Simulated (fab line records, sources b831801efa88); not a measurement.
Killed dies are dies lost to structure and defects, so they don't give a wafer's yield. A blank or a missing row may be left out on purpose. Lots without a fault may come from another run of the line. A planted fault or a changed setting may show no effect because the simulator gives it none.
One fault seen from 2 desks | flow sky130 | each desk has only its own numbers; what lay behind them comes last

THE TOOL OWNER'S DESK: cmp-01
The tool's own readings at SKY_VIA2_CMP_24 (polishes, stops on SiO2, t overpolish 20 s, target thk 0 nm): means of the sampled wafers that have a number, for each lot that ran on this tool. A lot is out of limits, marked OUT, if its mean lies more than 4 standard deviations from the usual mean; the brackets give that distance.
Columns: A = edge_zone_pressure_frac at SKY_VIA2_CMP_24, usual 0.999; B = motor_current_A at SKY_VIA2_CMP_24, usual 11.1 A; C = overpolish_run_s at SKY_VIA2_CMP_24, usual 20.000 s; D = time_to_endpoint_s at SKY_VIA2_CMP_24, usual 104 s
lot  | first seen here | A     | B    | C                       | D
L971 | day 37 05:02    | 0.995 | 12.1 | 20.002                  | 105
L977 | day 39 04:16    | 0.994 | 12.6 | 20.002                  | 104
L980 | day 40 05:11    | 0.998 | 11.9 | 20.000                  | 106
L985 | day 41 11:11    | 1.001 | 12.6 | 0.040 (-99 or more) OUT | 160 (+11) OUT
L986 | day 41 19:15    | 1.004 | 12.7 | 0.040 (-99 or more) OUT | 155 (+9.8) OUT
L987 | day 42 09:23    | 0.998 | 12.5 | 0.039 (-99 or more) OUT | 157 (+10) OUT
This desk's finding: out of limits on L985, L986, L987; first on L985, day 41 11:11 (overpolish_run_s at SKY_VIA2_CMP_24). In limits: L971, L977, L980.

THE METROLOGY DESK
What the gauges read, lot by lot, whatever tool the lot ran on: means of the sampled wafers that have a number. A lot is out of limits, marked OUT, if its mean lies more than 4 standard deviations from the usual mean; the brackets give that distance.
Columns: A = VIA2_HDPCVD_THK at SKY_VIA2_THK_MEAS_01, usual 1185 nm; B = VIA2_OVL at SKY_VIA2_OVL_MEAS_13, usual -3 nm; C = CAPM_CVD_00_THK at SKY_CAPM_THK_MEAS_01, usual 15.51 nm
lot  | first seen here | A    | B  | C
L968 | day 35 02:04    | 1179 | -1 | 15.16
L970 | day 35 11:07    | 1188 | -2 | 15.52
L971 | day 36 00:58    | 1179 | 1  | 15.67
L974 | day 37 10:09    | 1193 | -5 | 15.48
L975 | day 37 20:35    | 1188 | 4  | 15.51
L977 | day 38 01:18    | 1198 | -4 | 15.26
L976 | day 38 02:08    | 1185 | -9 | 15.35
L980 | day 39 02:38    | 1187 | -7 | 15.82
L985 | day 40 09:36    | 1175 | -2 | -
L986 | day 40 18:04    | 1193 | 0  | -
L988 | day 41 07:30    | 1200 | -3 | 15.65
L987 | day 41 08:23    | 1176 | -2 | -
L990 | day 42 02:38    | 1187 | -4 | 15.16
This desk's finding: nothing out of limits on any of the 13 lots.

PUT TOGETHER
The tool owner's desk could have raised an alarm at day 41 11:11, on L985, L986, L987.
The metrology desk saw nothing out of limits.
The metrology desk has L985, L986, L987 on record, within its limits.
Of the lots named, all ran SKY_VIA2_CMP_24 on cmp-01.

WHAT THE SIMULATOR HAD PUT IN
Process parameter drift: cmp-01, from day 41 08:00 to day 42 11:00, at SKY_VIA2_CMP_24. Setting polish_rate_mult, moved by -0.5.
Lots struck among those shown: L985, L986, L987.
Hours from the fault's start to each desk's first reading out of limits: the tool owner's desk, 3.
